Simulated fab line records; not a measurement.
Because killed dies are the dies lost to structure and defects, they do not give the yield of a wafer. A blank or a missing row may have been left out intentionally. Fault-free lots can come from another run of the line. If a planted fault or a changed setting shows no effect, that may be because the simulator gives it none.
What tool caused it?    flow gf180mcu    14 lots, 42 wafers sampled, at 3 steps of a route of 602

== WHAT THE GAUGES READ, wafer by wafer ==
GF_V2_OVL_MEAS_15. Usual: V2_OVL typically reads 6 nm, with standard deviation 5.5.
lot   measured      on          V2_OVL (nm)  flag
L876  day 20 10:45  overlay-01  5 1 -1       
L878  day 20 23:56  overlay-01  1 4 0        
L879  day 21 08:37  overlay-02  6 2 8        
L881  day 22 02:27  overlay-01  2 -4 0       
L882  day 22 10:27  overlay-02  7 3 -1       
L883  day 23 00:24  overlay-02  10 3 10      
L885  day 23 13:13  overlay-01  -2 4 -5      
L886  day 24 05:49  overlay-02  13 8 9       
L887  day 24 11:47  overlay-01  8 12 26      
L888  day 24 19:47  overlay-02  2 1 9        
L889  day 25 02:13  overlay-01  0 4 2        
L890  day 25 11:17  overlay-01  7 10 8       
L898  day 28 02:15  overlay-01  4 13 7       
L899  day 28 09:26  overlay-01  11 13 7      

GF_V2_THK_MEAS_25: measures by xrf. Usual: V2_W_THK typically reads 342 nm, with standard deviation 6.7.
lot   measured      on             V2_W_THK (nm)  flag
L876  day 20 11:47  film-metro-04  349 342 342    
L878  day 21 00:58  film-metro-04  348 353 348    
L879  day 21 09:43  film-metro-02  332 335 336    
L881  day 22 03:29  film-metro-04  342 346 346    
L882  day 22 11:31  film-metro-04  344 348 342    
L883  day 23 01:28  film-metro-02  337 340 335    
L885  day 23 14:17  film-metro-03  349 346 348    
L886  day 24 06:51  film-metro-04  354 355 355    
L887  day 24 12:56  film-metro-02  343 340 342    
L888  day 24 20:57  film-metro-03  351 351 349    
L889  day 25 03:25  film-metro-02  342 341 343    
L890  day 25 12:19  film-metro-02  338 336 339    
L898  day 28 03:22  film-metro-03  337 339 336    
L899  day 28 10:29  film-metro-02  341 342 343    

== EACH LOT AND THE TOOL THAT RAN IT (in order: tool; ch and the chambers of the sampled wafers; start) ==
lot   GF_V2_SPUTTER_21
L876  pvd-sputter-04, day 20 11:26
L878  pvd-sputter-04, day 21 00:37
L879  pvd-sputter-04, day 21 09:22
L881  pvd-sputter-02, day 22 03:08
L882  pvd-sputter-02, day 22 11:10
L883  pvd-sputter-04, day 23 01:07
L885  pvd-sputter-02, day 23 13:56
L886  pvd-sputter-01, day 24 06:29
L887  pvd-sputter-01, day 24 12:29
L888  pvd-sputter-01, day 24 20:30
L889  pvd-sputter-01, day 25 02:57
L890  pvd-sputter-02, day 25 11:58
L898  pvd-sputter-02, day 28 03:02
L899  pvd-sputter-01, day 28 10:10
- GF_V2_SPUTTER_21: material Ti, target thk 15 nm, time 80.02 s.

== AS READ BY THE TOOLS THEMSELVES (means over the sampled wafers that have a number; for cases with no such wafer, the mark the record gives instead) ==
GF_V2_SPUTTER_21. Usual: substrate-temp-c 199.99 C, standard deviation 0.15; throttle-valve-pct 30.1 %, standard deviation 1.
lot   tool            substrate-temp-c (C)  throttle-valve-pct (%)  flag
L876  pvd-sputter-04  200.04                31.1                    
L878  pvd-sputter-04  199.93                29.9                    
L879  pvd-sputter-04  199.83                30.0                    
L881  pvd-sputter-02  200.09                29.4                    
L882  pvd-sputter-02  199.79                29.7                    
L883  pvd-sputter-04  200.02                30.8                    
L885  pvd-sputter-02  200.05                30.4                    
L886  pvd-sputter-01  199.96                30.7                    
L887  pvd-sputter-01  200.12                30.6                    
L888  pvd-sputter-01  200.11                29.6                    
L889  pvd-sputter-01  199.83                30.6                    
L890  pvd-sputter-02  199.84                30.1                    
L898  pvd-sputter-02  199.99                30.1                    
L899  pvd-sputter-01  200.08                30.5                    

== THE ANSWER, worked out from the rows above alone ==
Rule: take the mean of a lot's wafers that have a number; if it is more than 3 standard deviations from the usual mean, the lot is off. Also off: a lot with no number at a reading for which 4 or more lots have one. All remaining lots with rows at the step are treated as sound. The gauges are gone through in route order, then the tools' own readings, and for those a lot's mean is taken as printed above. At the first step where some lot is off, the reading lying furthest off is the one used; lots without a number count as furthest.
Nothing can be told from this: no lot is off at any reading shown.

== WHAT THE SIMULATOR PUT IN ==
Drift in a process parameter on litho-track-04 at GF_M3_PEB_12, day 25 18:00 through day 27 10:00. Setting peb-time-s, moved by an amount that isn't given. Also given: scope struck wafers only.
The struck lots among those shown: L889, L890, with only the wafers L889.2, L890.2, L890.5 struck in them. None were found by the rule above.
